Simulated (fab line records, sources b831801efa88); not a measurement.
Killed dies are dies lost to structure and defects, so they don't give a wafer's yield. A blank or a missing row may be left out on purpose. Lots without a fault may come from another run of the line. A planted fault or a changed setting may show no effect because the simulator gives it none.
Which tool did it? | flow gf180mcu | 6 lots, 17 wafers sampled, at 2 steps of a route of 602

WHAT THE GAUGES READ, wafer by wafer
GF_V4_THK_MEAS_01.
lot  | measured     | on            | V4_CVD_00_THK (nm)
L660 | day 23 15:07 | film_metro-01 | 611 612 612
L662 | day 24 18:43 | film_metro-01 | 607 599 604
L664 | day 25 08:40 | film_metro-03 | 597 590 601
L667 | day 26 08:22 | film_metro-03 | 605 606
L678 | day 29 11:48 | film_metro-01 | 603 602 608
L680 | day 30 09:27 | film_metro-04 | 589 602 583

WHICH TOOL RAN EACH LOT (tool, then ch and the chambers of the sampled wafers, then the start)
lot  | GF_M4_SPUTTER_00
L660 | pvd_sputter-01, day 22 15:02
L662 | pvd_sputter-01, day 23 19:46
L664 | pvd_sputter-02, day 24 10:30
L667 | pvd_sputter-02, day 25 09:55
L678 | pvd_sputter-02, day 28 16:02
L680 | pvd_sputter-02, day 29 09:31
- GF_M4_SPUTTER_00: material Ti, target thk 37.5 nm, time 150 s.

THE ANSWER, worked out from the rows above alone
Rule: what is usual is taken from the lots themselves. Put in order of their means at a reading, lots are off if they are a third of the lots or fewer, leave a main group of 4 or more, and stand apart from it by a gap of 3 or more times the standard deviation of the main group's means; of several such gaps the widest counts. A main group whose means are all the same, to the digits that the tables above print for the reading, isn't used. A lot without any number at a reading at which 4 lots or more have one is off too. The other lots that the step has rows for count as sound.
No lot is off at any reading shown: from this, nothing can be told.

WHAT THE SIMULATOR HAD PUT IN
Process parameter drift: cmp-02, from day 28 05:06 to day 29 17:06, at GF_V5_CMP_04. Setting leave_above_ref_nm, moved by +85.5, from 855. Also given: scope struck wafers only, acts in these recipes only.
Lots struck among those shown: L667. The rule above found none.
